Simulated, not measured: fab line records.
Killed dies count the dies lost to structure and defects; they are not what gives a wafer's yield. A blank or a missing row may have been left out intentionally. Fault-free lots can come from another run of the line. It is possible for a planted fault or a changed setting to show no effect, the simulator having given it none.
Problem report in the 8D (eight disciplines) form, filled by code	flow sky130	the parts of the form that need people (team, actions taken, sign-off) are left out

1. WHAT WENT WRONG
CAPM_TIN_RS at SKY_CAPM_RS_MEAS_03 reads a mean of 9.17 ohm/sq on 3 wafers of 3 lots; wafers without a fault read 6.92 ohm/sq with a standard deviation of 0.081. Measured from the usual mean, that is +28 standard deviations.
The step: measures by four-point-probe.
The first sign was on wafer L484.2 at day 41 15:55, on filmMetro-02. The record has a number at this step for 32 wafers belonging to 11 lots. Rule for "out" (also "out of limits"): further than 4 standard deviations from the usual mean. The other wafers with a number count as sound.

2. WHAT IT IS, AND WHAT IT ISN'T
question	is	is not
which readings at this step	CAPM_TIN_RS	-
which lots	L483, L484, L487	L469, L470, L473, L476, L479, L480, L481, L482
which wafers of those lots	L483.4, L484.2, L487.2	L483.1, L483.3, L484.1, L484.3, L487.5
read on which gauges	filmMetro-02	filmMetro-01, filmMetro-03
when	from day 41 15:55	up to then (26 sound wafers); but 3 sound wafers of L483, L487 came after

3. SUSPECTS, AND WHAT RULES EACH OUT
Counting: a tool at a process step up to the reading stays a suspect if it ran every lot that is out. Sound lots after the first of them don't rule it out here, since some wafers of a struck lot are sound.
- the gauge at SKY_CAPM_RS_MEAS_03 is ruled out. All the wafers that are out were read on filmMetro-02, but those of them that SKY_CAPM_METAL_ETCH_13 has rows for are out there too, on other tools.
- pvdSputter-01 at SKY_CAPM_SPUTTER_02 (material TiN, target thk 200 nm, time 166.7 s): kept. It processed each lot that is out (first: L484, day 41 15:48); up to then, its last sound lot is L482 (day 41 01:46).
Remaining after the count: pvdSputter-01 at SKY_CAPM_SPUTTER_02.

4. THE CAUSE (what the simulator had put in)
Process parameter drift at SKY_CAPM_SPUTTER_02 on pvdSputter-01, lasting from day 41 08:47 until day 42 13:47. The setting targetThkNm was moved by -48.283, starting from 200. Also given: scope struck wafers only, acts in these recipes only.
The count eliminated every tool but this one.

5. THE EFFECT CHAIN, in route order
Each row: a reading where the mean over the struck wafers with a number is more than 3 standard deviations away from the usual. Readings are gone through only where the record gives a usual standard deviation; hours: the median, over the lots, of the time from a lot's start at the first step in this table giving one to that lot's start at this step; sigmas: the change measured in usual standard deviations.
hours	step	reading	usual	on struck wafers	change	sigmas
0	SKY_CAPM_RS_MEAS_03	CAPM_TIN_RS	6.92 ohm/sq	9.17	+2.25	+28
0	SKY_CAPM_THK_MEAS_04	CAPM_TIN_THK	200.1 nm	151.0	-49.1	-20
23	SKY_CAPM_METAL_ETCH_13	oesProductAu	0.941 a.u.	0.804	-0.137	-17
23	SKY_CAPM_METAL_ETCH_13	throttleValvePct	21.903 %	21.992	+0.089	+9.0
It contains these process steps:
- SKY_CAPM_METAL_ETCH_13: etches TiN in Cl2/BCl3, stops on SiO2, target depth 220 nm, time 62.9 s.
Later steps that measure or inspect, where all struck wafers having a row at the step show a number for every such reading and not one has moved that far: SKY_METAL3_CD_MEAS_13, SKY_METAL4_CD_MEAS_13.

6. WHAT WOULD HAVE CAUGHT IT SOONER
The first out-of-limits reading at a measuring or inspecting step in this record came at day 41 15:55, 7 hours after the fault's start at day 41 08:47.
Tool readings at SKY_CAPM_SPUTTER_02 with a usual standard deviation given in the record: none out on any struck wafer, hence no alarm at a limit of 4 standard deviations on them.
L483, L487, from the lots that are out (3), started SKY_CAPM_SPUTTER_02 on pvdSputter-01 later than day 41 15:55. A hold on the tool at that time would have spared those 2.
